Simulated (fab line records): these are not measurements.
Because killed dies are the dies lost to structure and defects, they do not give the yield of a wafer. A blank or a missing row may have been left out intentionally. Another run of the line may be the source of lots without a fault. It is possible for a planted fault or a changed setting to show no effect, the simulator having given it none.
fab line records + flow sfq_line
[record]
- lots = 7
- wafers = 18
- last_day = 82
route steps=325 shown M7@295 I7@296
lots untouched by any fault: they come from a run of this same line in which no faults occurred
start_h: the number of hours between the record's first day and the start of the first shown wafer of the lot + wait_h: how many hours have passed since the lot's step before this one + " repeats the value in the row above + L1.1+2: a row that stands for several wafers + - no value, or no start given + * or withheld: withheld + < > ~ a bound
route shown NAME@n: NAME is a module with steps in the file, n the number in the route of the first one + usual: average and standard deviation across the fault-free wafers + same: alike in all rows + chamber/n: place in a boat + sites: per-site readings + _std_site: the standard deviation of these + _edge_site: mean of outer sites minus mean of inner sites + radius_mm: for every site, how far away it sits from the centre of the wafer + mask NAME#n: copy n + behind: the most recent tool/chamber to have shaped the wafer + hold: why the lot went on hold/how many hours it stayed there/how the hold came to an end + device: the transistor (n, p or np) that didn't switch + end of line: tests run on the same wafers once the route is complete + for a step that has no rows: nothing shown but its recipe + killed: count of dies lost to structure and defects at first sort (not the wafer's yield) + map: per-die view of a wafer (x killed, . not killed, _ where there is no die)
set.NAME: the setting the step ran with; set.NAME@STEP: the setting that earlier step ran with + model.NAME: the simulator's own value behind a step, which no gauge read
lots at some steps of the route; a table a step, a row a wafer
services: when a tool's chamber went out of use (start_h, in hours from the record's first day, below 0 if earlier), for how many hours, and the reason
[[steps]]
[step SFQ_TRILAYER_M7_STRIP_SOLV_CLEAN_182]
[recipe]
- chemistry = NMP
- temp_c = 70
- time_s = 600
[step SFQ_TRILAYER_I7_DEP_PECVD_183]
[recipe]
- material = SiO2
- temp_c = 150
- time_s = 111.11
- pressure_torr = 2.4
- rf_w = 183.3
- precursor = SiH4/N2O
- target_thk_nm = 500
[usual]
- heater_power_w = 84/20
- showerhead_vpp_V = 842/54
- throttle_valve_pct = 25.2/1.2
[same]
- time_s = 111.11
| lot.wafer | tool     | chamber | start_h | wait_h | heater_power_w | showerhead_vpp_V | throttle_valve_pct |
|-----------|----------|---------|---------|--------|----------------|------------------|--------------------|
| L978.3    | pecvd-04 | 1       | 1648.76 | 0.0    | 77             | 827              | 25.3               |
| L978.4    | "        | 2       | "       | "      | 102            | 841              | 24.0               |
| L978.6    | "        | 1       | "       | "      | 80             | 827              | 25.3               |
| L990.2    | pecvd-02 | 1       | 1754.99 | 0.0    | 85             | 846              | 26.8               |
| L990.5    | "        | 0       | "       | "      | 99             | 881              | 26.3               |
| L990.6    | "        | 2       | "       | "      | 80             | 823              | 25.3               |
| L991.1    | pecvd-02 | 2       | 1760.54 | 0.0    | 85             | 821              | 25.4               |
| L991.2    | "        | 1       | "       | "      | 85             | 832              | 26.7               |
| L992.1    | pecvd-01 | 1       | 1766.66 | 0.0    | 54             | 955              | 25.9               |
| L992.6    | "        | 2       | "       | "      | 115            | 795              | 24.9               |
| L993.1    | pecvd-01 | 2       | 1767.84 | 0.0    | 114            | 784              | 24.7               |
| L993.3    | "        | 1       | "       | "      | 64             | 940              | 26.1               |
| L999.3    | pecvd-02 | 2       | 1811.04 | 0.0    | 87             | 818              | 25.7               |
| L999.4    | "        | 1       | "       | "      | 81             | 843              | 27.0               |
| L999.6    | "        | 2       | "       | "      | 88             | 827              | 25.6               |
| L101.1    | pecvd-02 | 1       | 1824.24 | 0.0    | 78             | 827              | 27.0               |
| L101.5    | "        | 0       | "       | "      | 102            | 888              | 26.2               |
| L101.6    | "        | 1       | "       | "      | 80             | 830              | 26.5               |
[step SFQ_TRILAYER_I7_CMP_CMP_184]
[recipe]
- material = SiO2
- down_force_psi = 3
- platen_rpm = 60
- pad_velocity_m_s = 0.94248
[usual]
- motor_current_A = 10.5/0.99
- time_to_endpoint_s = 216/7.7
| lot.wafer | tool   | chamber | start_h | wait_h | motor_current_A | time_to_endpoint_s |
|-----------|--------|---------|---------|--------|-----------------|--------------------|
| L978.3    | cmp-02 | 3       | 1654.13 | 5.3    | 9.4             | 210                |
| L978.4    | "      | 0       | "       | "      | 9.6             | 211                |
| L978.6    | "      | 3       | 1656.13 | 7.3    | 9.6             | 224                |
| L990.2    | cmp-02 | 2       | 1757.11 | 2.1    | 9.7             | 206                |
| L990.6    | "      | 0       | 1758.11 | 3.0    | 9.5             | 226                |
| L990.5    | "      | 1       | "       | "      | 11.4            | 213                |
| L991.2    | cmp-01 | 0       | 1760.62 | 0.0    | 11.8            | 208                |
| L991.1    | "      | 1       | "       | "      | 12.4            | 211                |
| L992.1    | cmp-01 | 0       | 1769.62 | 2.9    | 11.0            | 200                |
| L992.6    | "      | 0       | 1771.62 | 4.9    | 11.5            | 216                |
| L993.3    | cmp-02 | 3       | 1774.11 | 6.2    | 9.4             | 212                |
| L993.1    | "      | 2       | 1775.61 | 7.7    | 9.4             | 213                |
| L999.4    | cmp-01 | 2       | 1813.47 | 2.4    | 10.0            | 224                |
| L999.3    | "      | 3       | "       | "      | 11.5            | 223                |
| L999.6    | "      | 3       | 1816.17 | 5.0    | 11.6            | 232                |
| L101.1    | cmp-01 | 0       | 1825.82 | 1.5    | 11.1            | 214                |
| L101.5    | "      | 1       | "       | "      | 12.3            | 223                |
| L101.6    | "      | 2       | "       | "      | 9.8             | 220                |
[step SFQ_I7_BOW_MEAS_946]
[recipe]
- mode = bow
[usual]
- I7_BOW = 7/10
| lot.wafer | tool          | chamber | start_h | wait_h | I7_BOW[um] |
|-----------|---------------|---------|---------|--------|------------|
| L978.3    | film_metro-04 | -       | 1656.67 | 2.0    | 22         |
| L978.4    | "             | -       | "       | "      | 10         |
| L978.6    | "             | -       | "       | "      | 16         |
| L990.2    | film_metro-02 | -       | 1759.13 | 1.5    | 7          |
| L990.5    | "             | -       | "       | "      | 11         |
| L990.6    | "             | -       | "       | "      | 13         |
| L991.1    | film_metro-03 | -       | 1763.62 | 2.0    | 30         |
| L991.2    | "             | -       | "       | "      | 22         |
| L992.1    | film_metro-03 | -       | 1772.62 | 2.5    | 1          |
| L992.6    | "             | -       | "       | "      | 5          |
| L993.1    | film_metro-03 | -       | 1777.11 | 1.0    | -3         |
| L993.3    | "             | -       | "       | "      | -11        |
| L999.3    | film_metro-02 | -       | 1816.74 | 2.2    | 27         |
| L999.4    | "             | -       | "       | "      | 31         |
| L999.6    | "             | -       | "       | "      | 20         |
| L101.1    | film_metro-02 | -       | 1827.32 | 1.0    | -7         |
| L101.5    | "             | -       | "       | "      | 5          |
| L101.6    | "             | -       | "       | "      | 4          |
[step SFQ_TRILAYER_I7_METRO_MEASURE_185]
[usual]
- thk_nm = 200.1/0.93
| lot.wafer | tool          | chamber | start_h | wait_h | thk_nm |
|-----------|---------------|---------|---------|--------|--------|
| L978.3    | film_metro-04 | -       | 1657.15 | 0.5    | 199.1  |
| L978.4    | "             | -       | "       | "      | 199.7  |
| L978.6    | "             | -       | "       | "      | 200.0  |
| L990.2    | film_metro-02 | -       | 1759.43 | 0.3    | 200.7  |
| L990.5    | "             | -       | "       | "      | 199.0  |
| L990.6    | "             | -       | "       | "      | 200.5  |
| L991.1    | film_metro-03 | -       | 1763.74 | 0.1    | 200.4  |
| L991.2    | "             | -       | "       | "      | 199.5  |
| L992.1    | film_metro-03 | -       | 1772.74 | 0.1    | 198.7  |
| L992.6    | "             | -       | 1773.74 | 1.0    | 199.3  |
| L993.1    | film_metro-03 | -       | 1777.23 | 0.1    | 200.1  |
| L993.3    | "             | -       | "       | "      | 201.0  |
| L999.3    | film_metro-02 | -       | 1817.22 | 0.5    | 199.8  |
| L999.4    | "             | -       | "       | "      | 200.5  |
| L999.6    | "             | -       | "       | "      | 199.2  |
| L101.1    | film_metro-02 | -       | 1827.44 | 0.1    | 201.1  |
| L101.5    | "             | -       | "       | "      | 200.2  |
| L101.6    | "             | -       | "       | "      | 199.9  |
[step SFQ_TRILAYER_I7_VIA_LITHO_COAT_192]
[recipe]
- resist = BARC
- spin_rpm = 3000
- resist_thk_nm = 62
[step SFQ_TRILAYER_I7_VIA_LITHO_COAT_187]
[recipe]
- resist = KrF
- spin_rpm = 3000
- resist_thk_nm = 650
[step SFQ_TRILAYER_I7_VIA_LITHO_SOFTBAKE_191]
[recipe]
- temp_c = withheld
- time_s = withheld
- resist = KrF
[step SFQ_TRILAYER_I7_VIA_LITHO_EXPOSE_188]
[recipe]
- mask_id = I7
- na = 0.6
- source_shape = conventional
- sigma_outer = 0.65
- target_cd_nm = 1000
- dose_mj = 21.3
[step SFQ_TRILAYER_I7_VIA_LITHO_PEB_190]
[recipe]
- peb_temp_c = 115
- peb_time_s = 60
- resist = KrF
[step SFQ_TRILAYER_I7_VIA_LITHO_DEVELOP_189]
[recipe]
- time_s = 60
- resist = KrF
[step SFQ_I7_OVL_MEAS_947]
[usual]
- I7_OVL = 0/6.3
| lot.wafer | tool       | chamber | start_h | wait_h | I7_OVL[nm] |
|-----------|------------|---------|---------|--------|------------|
| L978.3    | overlay-01 | -       | 1738.20 | 0.1    | 0          |
| L978.4    | "          | -       | "       | "      | -4         |
| L978.6    | "          | -       | "       | "      | -3         |
| L990.2    | overlay-02 | -       | 1869.19 | 0.1    | -5         |
| L990.5    | "          | -       | "       | "      | 10         |
| L990.6    | "          | -       | "       | "      | -2         |
| L991.1    | overlay-02 | -       | 1871.68 | 0.1    | 6          |
| L991.2    | "          | -       | "       | "      | -5         |
| L992.1    | overlay-02 | -       | 1878.61 | 0.1    | 4          |
| L992.6    | "          | -       | "       | "      | -4         |
| L993.1    | overlay-02 | -       | 1882.96 | 0.1    | -9         |
| L993.3    | "          | -       | "       | "      | -7         |
| L999.3    | overlay-01 | -       | 1912.98 | 0.1    | 6          |
| L999.4    | "          | -       | "       | "      | -7         |
| L999.6    | "          | -       | "       | "      | -6         |
| L101.1    | overlay-01 | -       | 1915.49 | 0.1    | -16        |
| L101.5    | "          | -       | "       | "      | -12        |
| L101.6    | "          | -       | "       | "      | -1         |
[step SFQ_TRILAYER_I7_VIA_BARC_OPEN_VIA_ETCH_260]
[recipe]
- mask_material = PR
- chemistry = O2
- target_depth_nm = 125
- target = BARC
- source_w = 500
- bias_w = 80
- pressure_mtorr = 30
- time_s = 41.7
[usual]
- drypump_motor_current_A = 5.7/0.56
- oes_product_au = 0.685/0.0044
[same]
- time_s = 41.7
| lot.wafer | tool        | chamber | start_h | wait_h | drypump_motor_current_A | oes_product_au | rf_hours_counter_h | model.KrF_of_TRILAYER_I7_VIA_LITHO_COAT_187.thk_nm |
|-----------|-------------|---------|---------|--------|-------------------------|----------------|--------------------|----------------------------------------------------|
| L978.3    | rie_diel-01 | 3       | 1738.22 | 0.0    | 6.4                     | 0.684          | 15                 | 572.2                                              |
| L978.4    | "           | 1       | "       | "      | 4.7                     | 0.683          | 11                 | 571.4                                              |
| L978.6    | "           | 3       | "       | "      | 6.4                     | 0.682          | -                  | 572.3                                              |
| L990.2    | rie_diel-02 | 2       | 1869.22 | 0.0    | 5.6                     | 0.686          | 6                  | 571.8                                              |
| L990.5    | "           | 3       | "       | "      | 5.8                     | 0.682          | -                  | 571.1                                              |
| L990.6    | "           | 2       | "       | "      | 5.6                     | 0.680          | -                  | 572.9                                              |
| L991.1    | rie_diel-02 | 1       | 1871.72 | 0.0    | 4.8                     | 0.685          | 0                  | 598.2                                              |
| L991.2    | "           | 2       | "       | "      | 5.6                     | 0.689          | 6                  | 574.2                                              |
| L992.1    | rie_diel-02 | 1       | 1878.65 | 0.0    | 4.8                     | 0.687          | 1                  | 597.7                                              |
| L992.6    | "           | 0       | "       | "      | 6.4                     | 0.678          | -                  | 595.8                                              |
| L993.1    | rie_diel-02 | 0       | 1883.00 | 0.0    | 6.4                     | 0.686          | 1                  | 599                                                |
| L993.3    | "           | 3       | "       | "      | 5.8                     | 0.682          | 5                  | 576.9                                              |
| L999.3    | rie_diel-04 | 3       | 1913.01 | 0.0    | 6.2                     | 0.689          | 20                 | 574.8                                              |
| L999.4    | "           | 2       | "       | "      | 5.6                     | 0.691          | 4                  | 576                                                |
| L999.6    | "           | 2       | "       | "      | 5.6                     | 0.685          | -                  | 574.6                                              |
| L101.1    | rie_diel-04 | 0       | 1915.53 | 0.0    | 5.5                     | 0.687          | 0                  | 575.1                                              |
| L101.5    | "           | 1       | "       | "      | 6.2                     | 0.682          | -                  | 576.9                                              |
| L101.6    | "           | 2       | "       | "      | 5.7                     | 0.684          | -                  | 575.5                                              |
[step SFQ_TRILAYER_I7_VIA_ETCH_VIA_ETCH_190]
[recipe]
- target = SiO2
- stop_on = Nb
- mask_material = PR
- taper_deg = 20
- chemistry = CHF3
- target_depth_nm = 260
- source_w = 500
- bias_w = 80
- pressure_mtorr = 30
- time_s = withheld
[usual]
- drypump_motor_current_A = 5.7/0.56
- oes_product_au = 0.854/0.0052
| lot.wafer | tool        | chamber | start_h | wait_h | drypump_motor_current_A | oes_product_au | model.KrF_of_TRILAYER_I7_VIA_LITHO_COAT_187.thk_nm |
|-----------|-------------|---------|---------|--------|-------------------------|----------------|----------------------------------------------------|
| L978.3    | rie_diel-01 | 3       | 1738.26 | 0.0    | 6.4                     | 0.839          | 527.2                                              |
| L978.4    | "           | 1       | "       | "      | 4.7                     | 0.849          | 526.4                                              |
| L978.6    | "           | 3       | "       | "      | 6.4                     | 0.851          | 527.6                                              |
| L990.2    | rie_diel-02 | 2       | 1869.26 | 0.0    | 5.6                     | 0.858          | 527.3                                              |
| L990.5    | "           | 3       | "       | "      | 5.8                     | 0.848          | 526.7                                              |
| L990.6    | "           | 2       | "       | "      | 5.6                     | 0.848          | 528.2                                              |
| L991.1    | rie_diel-02 | 1       | 1871.76 | 0.0    | 4.8                     | 0.848          | 553.9                                              |
| L991.2    | "           | 2       | "       | "      | 5.6                     | 0.853          | 529.7                                              |
| L992.1    | rie_diel-02 | 1       | 1878.69 | 0.0    | 4.8                     | 0.853          | 553.3                                              |
| L992.6    | "           | 0       | "       | "      | 6.4                     | 0.854          | 550.7                                              |
| L993.1    | rie_diel-02 | 0       | 1883.04 | 0.0    | 6.4                     | 0.852          | 553.5                                              |
| L993.3    | "           | 3       | "       | "      | 5.8                     | 0.856          | 531.9                                              |
| L999.3    | rie_diel-04 | 3       | 1913.05 | 0.0    | 6.3                     | 0.853          | 529.7                                              |
| L999.4    | "           | 2       | "       | "      | 5.6                     | 0.853          | 531.2                                              |
| L999.6    | "           | 2       | "       | "      | 5.7                     | 0.855          | 529.9                                              |
| L101.1    | rie_diel-04 | 0       | 1915.57 | 0.0    | 5.5                     | 0.861          | 530.4                                              |
| L101.5    | "           | 1       | "       | "      | 6.2                     | 0.856          | 531.6                                              |
| L101.6    | "           | 2       | "       | "      | 5.6                     | 0.857          | 530.7                                              |
[step SFQ_TRILAYER_I7_VIA_STRIP_STRIP_191]
[recipe]
- gas = O2
- power_w = 200
- platen_temp_c = 40
- overash_fraction = 0.65
- chemistry = O2
- pressure_mtorr = 50
[usual]
- drypump_motor_current_A = 5.7/0.5
- oes_product_au = 1.002/0.0078
| lot.wafer | tool         | chamber | start_h | wait_h | drypump_motor_current_A | oes_product_au | rf_hours_counter_h |
|-----------|--------------|---------|---------|--------|-------------------------|----------------|--------------------|
| L978.3    | rie_metal-01 | 1       | 1738.58 | -      | 5.5                     | 0.987          | -                  |
| L978.4    | "            | 0       | "       | "      | 6.1                     | 1.003          | -                  |
| L978.6    | "            | 1       | "       | "      | 5.5                     | 0.990          | -                  |
| L990.2    | rie_metal-01 | 1       | 1869.37 | -      | 5.5                     | 0.998          | 73                 |
| L990.5    | "            | 1       | "       | "      | 5.5                     | 0.994          | -                  |
| L990.6    | "            | 0       | "       | "      | 6.1                     | 1.011          | -                  |
| L991.1    | rie_metal-02 | 0       | 1871.87 | -      | 6.4                     | 1.007          | 121                |
| L991.2    | "            | 1       | "       | "      | 5.6                     | 1.000          | 69                 |
| L992.1    | rie_metal-02 | 1       | 1878.80 | -      | 5.5                     | 0.999          | 70                 |
| L992.6    | "            | 1       | "       | "      | 5.5                     | 1.002          | -                  |
| L993.1    | rie_metal-04 | 1       | 1883.15 | -      | 5.0                     | 1.004          | 57                 |
| L993.3    | "            | 0       | "       | "      | 5.3                     | 1.026          | -                  |
| L999.3    | rie_metal-01 | 0       | 1913.36 | -      | 6.1                     | 1.004          | -                  |
| L999.4    | "            | 1       | "       | "      | 5.5                     | 0.999          | -                  |
| L999.6    | "            | 0       | "       | "      | 6.1                     | 1.006          | -                  |
| L101.1    | rie_metal-01 | 0       | 1915.68 | -      | 6.1                     | 0.992          | 135                |
| L101.5    | "            | 1       | "       | "      | 5.5                     | 0.996          | -                  |
| L101.6    | "            | 0       | "       | "      | 6.1                     | 0.999          | -                  |
[[services]]
| tool          | chamber | start_h | hours | kind   |
|---------------|---------|---------|-------|--------|
| rie_diel-04   | 2       | 1627.83 | 3.0   | repair |
| pecvd-02      | -       | 1635.49 | 0.9   | repair |
| pecvd-02      | 0       | 1637.52 | 3.6   | repair |
| rie_diel-02   | -       | 1675.91 | 2.8   | pm     |
| rie_diel-04   | 0       | 1676.67 | 16.9  | repair |
| rie_diel-04   | 3       | 1683.20 | 5.0   | repair |
| pecvd-02      | 2       | 1710.69 | 2.4   | repair |
| film_metro-02 | -       | 1719.23 | 0.8   | pm     |
| cmp-01        | -       | 1721.08 | 3.5   | pm     |
| rie_diel-04   | 2       | 1739.13 | 4.2   | repair |
| cmp-01        | -       | 1748.88 | 0.5   | repair |
| rie_metal-01  | -       | 1752.88 | 0.4   | repair |
| film_metro-02 | -       | 1760.43 | 0.6   | pm     |
| cmp-01        | -       | 1779.47 | 4.0   | pm     |
| film_metro-02 | -       | 1814.79 | 0.9   | pm     |
| rie_metal-01  | 1       | 1819.44 | 3.7   | repair |
| cmp-01        | -       | 1831.52 | 0.9   | repair |
| rie_diel-04   | 3       | 1838.79 | 26.0  | repair |
| cmp-01        | -       | 1843.83 | 17.1  | pm     |
| rie_metal-01  | 1       | 1864.68 | 1.9   | repair |
| rie_diel-04   | 2       | 1886.29 | 5.8   | repair |
| rie_diel-02   | 1       | 1893.13 | 4.6   | repair |
| pecvd-02      | 1       | 1903.48 | 13.3  | repair |
| pecvd-02      | 0       | 1907.42 | 5.4   | repair |
[[key]]
first_sign none at tools or gauges
[model_effect]
- step = SFQ_TRILAYER_I7_VIA_BARC_OPEN_VIA_ETCH_260
- value = KrF_of_TRILAYER_I7_VIA_LITHO_COAT_187.thk_nm
- without = 573.8
- struck = 597.7
[model_effect]
- step = SFQ_TRILAYER_I7_VIA_ETCH_VIA_ETCH_190
- value = KrF_of_TRILAYER_I7_VIA_LITHO_COAT_187.thk_nm
- without = 528.9
- struck = 552.8
met_at SFQ_TRILAYER_I7_VIA_BARC_OPEN_VIA_ETCH_260
struck_wafers L991.1,L992.1,L992.6,L993.1
onset_between 1869.22 1871.72
[fault]
- kind = process_parameter_drift
- tool = rie_diel-02
- chamber = -
- onset_h = 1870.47
- steps = SFQ_TRILAYER_I7_VIA_BARC_OPEN_VIA_ETCH_260
- channel = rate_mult
- offset = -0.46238
- shape = step
- end_h = 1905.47
- scope = struck_wafers_only
